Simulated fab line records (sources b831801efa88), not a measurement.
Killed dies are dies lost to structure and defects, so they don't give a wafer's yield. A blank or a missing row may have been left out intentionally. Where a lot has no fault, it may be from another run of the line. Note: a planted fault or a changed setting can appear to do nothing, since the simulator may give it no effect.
Which of the tools did it? ; flow sky130 ; 24 lots, 72 wafers sampled, at 6 steps of a route of 708

WHAT EACH GAUGE READ, for each wafer
SKY_VIA2_THK_MEAS_01.
lot;measured;on;VIA2_HDPCVD_THK (nm)
L076;day 36 01:02;film-metro-01;1168 1188 1172
L075;day 36 02:02;film-metro-02;1184 1177 1188
L074;day 36 02:51;film-metro-02;1178 1167 1172
L077;day 36 03:45;film-metro-02;1178 1184 1185
L078;day 36 11:47;film-metro-02;1191 1194 1183
L079;day 36 21:41;film-metro-02;1170 1178 1189
L080;day 37 04:08;film-metro-02;1173 1188 1174
L081;day 37 14:01;film-metro-03;1167 1170 1168
L082;day 37 23:19;film-metro-02;1173 1189 1162
L083;day 38 05:20;film-metro-01;1173 1173 1172
L084;day 38 12:55;film-metro-03;1159 1170 1158
L085;day 38 14:20;film-metro-01;1175 1182 1173
L086;day 39 01:11;film-metro-03;1174 1171 1173
L087;day 39 10:31;film-metro-01;1174 1166 1168
L088;day 39 17:57;film-metro-01;1160 1158 1175
L089;day 39 22:06;film-metro-03;1174 1189 1174
L090;day 40 00:32;film-metro-01;1162 1174 1169
L093;day 41 16:39;film-metro-02;1167 1176 1149
L094;day 41 19:38;film-metro-03;1162 1164 1182
L091;day 41 20:34;film-metro-01;1182 1178 1197
L095;day 41 22:44;film-metro-02;1195 1196 1180
L092;day 41 23:19;film-metro-03;1171 1162 1170
L096;day 42 00:37;film-metro-02;1164 1183 1168
L097;day 42 06:41;film-metro-01;1194 1190 1189

SKY_VIA2_THK_MEAS_23: measures by xrf.
lot;measured;on;VIA2_W_THK (nm)
L076;day 37 04:20;film-metro-03;436 445 437
L075;day 37 05:25;film-metro-02;432 435 448
L074;day 37 06:10;film-metro-02;453 449 438
L077;day 37 06:29;film-metro-01;426 430 426
L078;day 37 15:19;film-metro-03;436 429 431
L079;day 37 23:55;film-metro-03;442 445 444
L080;day 38 07:17;film-metro-02;426 437 432
L081;day 38 15:59;film-metro-03;449 426 440
L082;day 39 02:13;film-metro-02;455 440 438
L083;day 39 07:38;film-metro-03;443 447 429
L084;day 39 15:25;film-metro-02;434 454 433
L085;day 39 16:41;film-metro-01;431 427 436
L086;day 40 03:48;film-metro-03;431 433 417
L087;day 40 12:23;film-metro-01;446 439 441
L088;day 40 19:49;film-metro-03;430 429 427
L089;day 41 00:13;film-metro-01;430 426 437
L090;day 41 02:08;film-metro-03;430 440 428
L093;day 42 18:47;film-metro-03;424 429 431
L094;day 42 21:33;film-metro-03;440 430 440
L091;day 42 22:35;film-metro-02;454 455 442
L095;day 43 00:19;film-metro-01;448 434 434
L092;day 43 01:50;film-metro-03;444 436 433
L096;day 43 02:32;film-metro-03;420 427 419
L097;day 43 07:55;film-metro-01;436 442 450

SKY_CAPM_THK_MEAS_01.
lot;measured;on;CAPM_CVD_00_THK (nm)
L076;day 37 04:52;film-metro-03;15.48 15.39 15.79
L075;day 37 05:57;film-metro-01;15.51 15.51 15.76
L074;day 37 06:42;film-metro-03;15.39 15.61 15.78
L077;day 37 07:01;film-metro-03;15.29 15.60 15.81
L078;day 37 15:51;film-metro-01;15.88 15.18 15.31
L079;day 38 00:36;film-metro-03;14.95 15.45 15.27
L080;day 38 07:49;film-metro-01;15.74 15.75 15.82
L081;day 38 16:33;film-metro-03;15.65 15.10 15.94
L082;day 39 02:45;film-metro-01;15.81 15.29 16.14
L083;day 39 08:10;film-metro-01;15.44 15.81 15.33
L084;day 39 15:58;film-metro-03;15.53 15.24 15.23
L085;day 39 17:14;film-metro-04;15.35 15.54 15.30
L086;day 40 04:20;film-metro-01;15.36 15.80 15.65
L087;day 40 12:56;film-metro-01;15.73 15.60 15.85
L088;day 40 20:21;film-metro-01;15.79 15.52 15.90
L089;day 41 00:45;film-metro-01;15.74 15.52 15.79
L090;day 41 02:40;film-metro-04;15.21 15.35 15.23
L093;day 42 19:19;film-metro-01;14.93 15.40 15.91
L094;day 42 22:05;film-metro-01;15.31 15.57 15.83
L091;day 42 23:08;film-metro-01;15.70 15.28 15.89
L095;day 43 00:54;film-metro-03;15.57 15.52 15.46
L092;day 43 02:26;film-metro-04;15.55 14.77 15.45
L096;day 43 03:07;film-metro-03;15.36 15.71 15.30
L097;day 43 08:28;film-metro-03;15.44 15.33 15.32

SKY_CAP2M_OVL_MEAS_12.
lot;measured;on;CAP2M_OVL (nm)
L076;day 41 12:23;overlay-01;-2.9 -0.8 -2.5
L075;day 41 13:51;overlay-02;-2.3 -0.2 -1.7
L074;day 41 14:31;overlay-01;-0.4 -2.3 -1.8
L077;day 41 15:11;overlay-01;-4.0 -1.7 -2.3
L078;day 41 22:58;overlay-02;-2.6 -1.9 -3.1
L079;day 42 08:03;overlay-01;1.0 1.4 0.1
L080;day 42 15:17;overlay-02;-1.3 -1.9 -0.1
L081;day 42 23:49;overlay-02;-2.3 -1.9 -2.3
L082;day 43 08:08;overlay-02;0.9 -1.8 0.6
L083;day 43 14:00;overlay-02;-3.3 -1.5 -0.7
L084;day 43 19:58;overlay-01;-0.2 0.8 2.2
L085;day 43 20:34;overlay-02;-2.6 -1.0 -0.4
L086;day 44 06:00;overlay-02;-0.5 -1.9 -2.9
L087;day 44 14:50;overlay-02;-0.5 -1.9 -2.7
L088;day 44 19:16;overlay-01;-2.3 0.0 0.9
L089;day 45 00:34;overlay-02;-1.7 -1.6 -3.3
L090;day 45 10:08;overlay-02;0.1 -3.1 0.6
L093;day 46 14:32;overlay-01;-0.8 -0.4 0.6
L094;day 46 16:43;overlay-02;-0.4 -0.8 1.4
L091;day 46 17:01;overlay-02;0.3 -1.0 -1.0
L095;day 46 18:25;overlay-02;-1.0 0.6 -0.6
L092;day 46 19:32;overlay-02;0.1 -1.2 -1.1
L096;day 46 20:27;overlay-01;0.4 -1.2 0.2
L097;day 46 23:37;overlay-01;2.5 1.7 1.0

EACH LOT AND THE TOOL THAT RAN IT (in order: tool; ch and the chambers of the sampled wafers; start)
lot;SKY_VIA3_ETCH_14;SKY_METAL4_SPUTTER_03
L076;rie-diel-03 ch 1,2, day 40 10:53;pvd-sputter-02, day 40 12:20
L075;rie-diel-04 ch 1,2,3, day 40 11:36;pvd-sputter-02, day 40 13:05
L074;rie-diel-01 ch 0,1,2, day 40 12:20;pvd-sputter-03, day 40 14:03
L077;rie-diel-03 ch 0,2,3, day 40 13:17;pvd-sputter-03, day 40 14:44
L078;rie-diel-03 ch 1,2,3, day 40 21:12;pvd-sputter-01, day 40 22:40
L079;rie-diel-01 ch 1,2,3, day 41 06:14;pvd-sputter-03, day 41 07:41
L080;rie-diel-04 ch 0,3, day 41 12:35;pvd-sputter-02, day 41 14:32
L081;rie-diel-04 ch 0,1,2, day 41 21:47;pvd-sputter-01, day 41 23:13
L082;rie-diel-01 ch 2,3, day 42 06:32;pvd-sputter-03, day 42 08:01
L083;rie-diel-03 ch 0,2,3, day 42 12:45;pvd-sputter-01, day 42 14:15
L084;rie-diel-03 ch 0,1,2, day 42 19:54;pvd-sputter-02, day 42 21:21
L085;rie-diel-01 ch 0,1,3, day 42 20:11;pvd-sputter-03, day 42 21:38
L086;rie-diel-03 ch 0,1,2, day 43 07:11;pvd-sputter-01, day 43 08:40
L087;rie-diel-03 ch 2,3, day 43 15:08;pvd-sputter-02, day 43 16:35
L088;rie-diel-04 ch 0,3, day 43 22:29;pvd-sputter-01, day 43 23:56
L089;rie-diel-03 ch 0,1,3, day 44 01:59;pvd-sputter-03, day 44 03:43
L090;rie-diel-01 ch 0,1,2, day 44 04:44;pvd-sputter-02, day 44 13:15
L093;rie-diel-01 ch 1,2,3, day 45 15:42;pvd-sputter-02, day 45 17:09
L094;rie-diel-04 ch 0,1,2, day 45 17:50;pvd-sputter-01, day 45 19:32
L091;rie-diel-01 ch 0,1,2, day 45 17:57;pvd-sputter-02, day 45 19:37
L095;rie-diel-04 ch 0,1,3, day 45 19:38;pvd-sputter-02, day 45 21:07
L092;rie-diel-01 ch 0,1, day 45 21:00;pvd-sputter-01, day 45 22:27
L096;rie-diel-03 ch 1,2, day 45 22:08;pvd-sputter-01, day 45 23:35
L097;rie-diel-01 ch 0,1,3, day 46 01:47;pvd-sputter-03, day 46 03:14
- SKY_VIA3_ETCH_14: etches BARC in N2/H2, stops on SiO2, time 45.9 s, target depth 60 nm.
- SKY_METAL4_SPUTTER_03: material Ti, target thk 5 nm, time 3.3 s.

WHAT THE TOOLS THEMSELVES READ (means of the sampled wafers that have a number; where no wafer has one, the mark that the record gives instead)
SKY_VIA3_ETCH_14.
lot;tool;drypump-motor-current-A (A);h2-flow-sccm (sccm);oes-product-au (a.u.);throttle-valve-pct (%)
L076;rie-diel-03;6.0;199.9;0.855;13.215
L075;rie-diel-04;5.9;199.7;0.858;13.228
L074;rie-diel-01;5.6;199.8;0.858;13.220
L077;rie-diel-03;6.0;200.0;0.854;13.224
L078;rie-diel-03;6.0;199.6;0.857;13.222
L079;rie-diel-01;5.3;200.1;0.858;13.224
L080;rie-diel-04;5.9;199.7;0.860;13.221
L081;rie-diel-04;5.5;199.4;0.855;13.223
L082;rie-diel-01;5.3;200.8;0.856;13.237
L083;rie-diel-03;6.0;200.2;0.858;13.215
L084;rie-diel-03;6.2;200.7;0.848;13.232
L085;rie-diel-01;5.7;199.9;0.858;13.226
L086;rie-diel-03;6.2;200.0;0.854;13.230
L087;rie-diel-03;5.8;200.5;0.852;13.225
L088;rie-diel-04;5.5;200.1;0.857;13.230
L089;rie-diel-03;6.3;200.0;0.853;13.224
L090;rie-diel-01;5.6;200.2;0.856;13.228
L093;rie-diel-01;5.3;200.1;0.856;13.219
L094;rie-diel-04;5.5;199.9;0.854;13.227
L091;rie-diel-01;5.6;200.1;0.854;13.219
L095;rie-diel-04;5.7;199.7;0.858;13.222
L092;rie-diel-01;6.0;200.0;0.856;13.225
L096;rie-diel-03;5.9;199.1;0.854;13.231
L097;rie-diel-01;5.7;199.6;0.851;13.215

SKY_METAL4_SPUTTER_03.
lot;tool;cathode-dc-power-W (W);throttle-valve-pct (%)
L076;pvd-sputter-02;2999.9;30.7
L075;pvd-sputter-02;3000.3;30.4
L074;pvd-sputter-03;2999.9;30.2
L077;pvd-sputter-03;2999.7;29.8
L078;pvd-sputter-01;3000.2;31.9
L079;pvd-sputter-03;3000.4;29.9
L080;pvd-sputter-02;3000.4;30.6
L081;pvd-sputter-01;3000.0;33.1
L082;pvd-sputter-03;2999.8;29.9
L083;pvd-sputter-01;2999.9;32.6
L084;pvd-sputter-02;2999.5;30.7
L085;pvd-sputter-03;3000.2;30.1
L086;pvd-sputter-01;3000.2;31.4
L087;pvd-sputter-02;3000.8;30.8
L088;pvd-sputter-01;2999.8;31.8
L089;pvd-sputter-03;2999.9;29.8
L090;pvd-sputter-02;3000.3;30.6
L093;pvd-sputter-02;3000.4;30.3
L094;pvd-sputter-01;2999.9;31.4
L091;pvd-sputter-02;2999.7;30.3
L095;pvd-sputter-02;2999.8;31.0
L092;pvd-sputter-01;2999.6;30.0
L096;pvd-sputter-01;3000.1;32.6
L097;pvd-sputter-03;2999.7;30.3

THE ANSWER, worked out from the rows above alone
Rule: the usual values come from the lots themselves. The widest of any qualifying gaps counts: lots, ordered by their means at a reading, are off when they make up no more than a third of the lots, leave a main group of 4 or more, and stand apart from it by 3 or more times the standard deviation of that group's means. Not used: any main group whose means are identical at the precision the tables above print for the reading. A lot without any number at a reading at which 4 lots or more have one is off too. Any other lot the step has rows for is counted as sound. After the gauges, taken in route order, come the tools' own readings; for these a lot's mean is taken, as printed above. At the first step where some lot is off, the reading lying furthest off is the one used; lots without a number count as furthest.
Across all readings shown, no lot is off: no conclusion can be drawn from this.

WHAT WAS PUT IN BY THE SIMULATOR
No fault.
